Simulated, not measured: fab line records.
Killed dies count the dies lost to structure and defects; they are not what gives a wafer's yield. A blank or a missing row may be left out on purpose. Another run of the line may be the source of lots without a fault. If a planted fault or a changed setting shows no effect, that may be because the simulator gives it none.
Struck lot and sound lot, side by side / flow sfqLine / 43 steps out of a route of 325
Sound: the wafers L541.2, L541.3, L541.4. Struck: wafer L533.4 (left out: L533.2, a lot-mate that was not struck); the cause follows at the end.
Each step with rows lists, per side, the tool, then ch with its chambers, then its first start. Under that, the readings that differ: sound wafers / struck wafers / difference of the means / sigmas: that difference in standard deviations of wafers without a fault.
alike: words and numbers the same on both sides, and readings whose means are apart by under 2 such deviations; not compared: readings that were withheld, readings missing a value for some wafer, numbers with overlapping values and no deviation given by the record, and bounds like >300 which may hide the same value.
Wherever a step has rows on one side only, a row that says differs or no value, or a row with sigmas, the two part there. Numbers that don't overlap but have no deviation are shown without sigmas and don't part them. A reading that every wafer of one side lacks parts them only if that side has two wafers or more.

first, 5 steps without rows for these wafers: SFQ_TRILAYER_M5_STRIP_SOLV_CLEAN_128 (cleans in NMP, time 600 s); SFQ_TRILAYER_A5B_DEP_PECVD_129 (deposits SiO2 from SiH4/N2O, time 133.33 s, target thk 600 nm); SFQ_TRILAYER_A5B_CMP_CMP_130 (polishes, stops on Nb, target thk 340.7 nm); SFQ_TRILAYER_A5B_METRO_MEASURE_131; SFQ_TRILAYER_R5_DEP_SPUTTER_132 (material Ti, target thk 5 nm, time 5 s).
SFQ_TRILAYER_R5_DEP_SPUTTER_133: material MoNx, target thk 40 nm, time 66.7 s.
  sound on pvdSputter-03, day 63 16:28; struck on pvdSputter-04, day 59 17:06
  alike: throttleValvePct
SFQ_TRILAYER_R5_DEP_SPUTTER_134: material Ti, target thk 5 nm, time 5 s.
  sound on pvdSputter-03, day 63 16:31; struck on pvdSputter-04, day 59 17:09
  alike: throttleValvePct
SFQ_R5_RS_MEAS_933: the measuring method here is four-point-probe.
  sound on filmMetro-01, day 63 16:34; struck on filmMetro-01, day 59 17:11
  alike: R5_MONX_RS
SFQ_R5_THK_MEAS_934: measures by xrf.
  sound on filmMetro-01, day 63 16:40; struck on filmMetro-01, day 59 17:18
  alike: R5_MONX_THK
then, 3 steps without rows for these wafers: SFQ_TRILAYER_R5_LITHO_COAT_141 (resist thk 62 nm); SFQ_TRILAYER_R5_LITHO_COAT_136 (resist thk 600 nm); SFQ_TRILAYER_R5_LITHO_SOFTBAKE_140.
SFQ_TRILAYER_R5_LITHO_EXPOSE_137: exposes mask R5, target cd 500 nm.
  sound on krfScanner-01 ch 0, day 68 07:07; struck on krfScanner-02 ch 0, day 59 18:18
  alike: mask
then, 2 steps without rows for these wafers: SFQ_TRILAYER_R5_LITHO_PEB_139 (peb time 60 s); SFQ_TRILAYER_R5_LITHO_DEVELOP_138 (time 60 s).
SFQ_R5_OVL_MEAS_935:
  sound on overlay-02, day 68 08:26; struck on overlay-02, day 59 19:37
  alike: R5_OVL
SFQ_TRILAYER_R5_BARC_OPEN_METAL_ETCH_177: etches BARC in O2, target depth 125 nm, time 41.7 s.
  sound on rieMetal-01 ch 0,1, day 68 08:28; struck on rieMetal-03 ch 0, day 59 19:38
reading=model.R5.cdNm (nm); sound=500.3 500.9 502; struck=483.4; difference=-17.7; sigmas=
  alike: drypumpMotorCurrentA, oesProductAu, rfFwdPowerW
  not compared: rfHoursCounterH
SFQ_TRILAYER_R5_ETCH_METAL_ETCH_139: etches the open film in Cl2, stops on SiO2, target depth 60 nm, time 40 s.
  sound on rieMetal-01 ch 0,1, day 68 08:31; struck on rieMetal-03 ch 0, day 59 19:42
reading=model.R5.cdNm (nm); sound=500.3 501.2 502.2; struck=483; difference=-18; sigmas=
  alike: drypumpMotorCurrentA, oesProductAu, rfFwdPowerW
  not compared: rfHoursCounterH
then, 2 steps without rows for these wafers: SFQ_TRILAYER_R5_STRIP_STRIP_140 (strips in O2); SFQ_TRILAYER_R5_STRIP_SOLV_CLEAN_141 (cleans in NMP, time 600 s).
SFQ_TRILAYER_A5C_DEP_PECVD_142: deposits SiO2 from SiH4/N2O, time 15.556 s, target thk 70 nm.
  sound on pecvd-02 ch 0,1,2, day 68 09:21; struck on pecvd-01 ch 2, day 59 20:32
  alike: heaterPowerW, rfFwdPowerW, showerheadVppV, throttleValvePct
then, 6 steps without rows for these wafers: SFQ_TRILAYER_I5_LITHO_COAT_149 (resist thk 62 nm); SFQ_TRILAYER_I5_LITHO_COAT_144 (resist thk 650 nm); SFQ_TRILAYER_I5_LITHO_SOFTBAKE_148; SFQ_TRILAYER_I5_LITHO_EXPOSE_145 (exposes mask I5, target cd 700 nm); SFQ_TRILAYER_I5_LITHO_PEB_147 (peb time 60 s); SFQ_TRILAYER_I5_LITHO_DEVELOP_146 (time 60 s).
SFQ_I5_OVL_MEAS_936:
  sound on overlay-02, day 69 03:45; struck on overlay-01, day 59 23:38
  alike: I5_OVL
SFQ_TRILAYER_I5_BARC_OPEN_VIA_ETCH_200: etches BARC in O2, target depth 125 nm, time 41.7 s.
  sound on rieDiel-01 ch 0,1,2, day 69 03:47; struck on rieDiel-02 ch 0, day 59 23:40
  alike: drypumpMotorCurrentA, oesProductAu, rfFwdPowerW
  not compared: rfHoursCounterH
then, 9 steps without rows for these wafers: SFQ_TRILAYER_I5_ETCH_VIA_ETCH_147 (etches the open film in CHF3, stops on Nb, target depth 360 nm); SFQ_TRILAYER_I5_STRIP_STRIP_148 (strips in O2); SFQ_TRILAYER_I5_STRIP_SOLV_CLEAN_149 (cleans in NMP, time 600 s); SFQ_TRILAYER_C5_LITHO_COAT_156 (resist thk 62 nm); SFQ_TRILAYER_C5_LITHO_COAT_151 (resist thk 650 nm); SFQ_TRILAYER_C5_LITHO_SOFTBAKE_155; SFQ_TRILAYER_C5_LITHO_EXPOSE_152 (exposes mask C5, target cd 500 nm); SFQ_TRILAYER_C5_LITHO_PEB_154 (peb time 60 s); SFQ_TRILAYER_C5_LITHO_DEVELOP_153 (time 60 s).
SFQ_C5_OVL_MEAS_937:
  sound on overlay-02, day 70 03:45; struck on overlay-01, day 60 02:53
  alike: C5_OVL
SFQ_TRILAYER_C5_BARC_OPEN_VIA_ETCH_210: etches BARC in O2, target depth 125 nm, time 41.7 s.
  sound on rieDiel-03 ch 1,2,3, day 70 03:47; struck on rieDiel-01 ch 2, day 60 02:55
reading=oesProductAu (a.u.); sound=0.690 0.694 0.690; struck=0.678; difference=-0.013; sigmas=-3
  alike: drypumpMotorCurrentA, rfFwdPowerW
  not compared: rfHoursCounterH
then, 2 steps without rows for these wafers: SFQ_TRILAYER_C5_ETCH_VIA_ETCH_154 (etches SiO2 in CHF3, stops on Nb, target depth 84 nm); SFQ_TRILAYER_C5_STRIP_STRIP_155 (strips in O2).
-- the record jumps here: 12 days lie between the struck wafers' starts before and after --
SFQ_M8_BOW_MEAS_951:
  sound on filmMetro-03, day 80 10:55; struck on filmMetro-04, day 72 11:53
reading=M8_BOW (um); sound=20 9 26; struck=-7; difference=-25; sigmas=-2
reading=model.etest.r5.ohmUm; sound=14.08 14.11 14.06; struck=14.48; difference=+0.40; sigmas=

== WHERE THEY PART ==
First at SFQ_TRILAYER_C5_BARC_OPEN_VIA_ETCH_210; last, within this record, at SFQ_M8_BOW_MEAS_951.

WHY: whatever the simulator had introduced
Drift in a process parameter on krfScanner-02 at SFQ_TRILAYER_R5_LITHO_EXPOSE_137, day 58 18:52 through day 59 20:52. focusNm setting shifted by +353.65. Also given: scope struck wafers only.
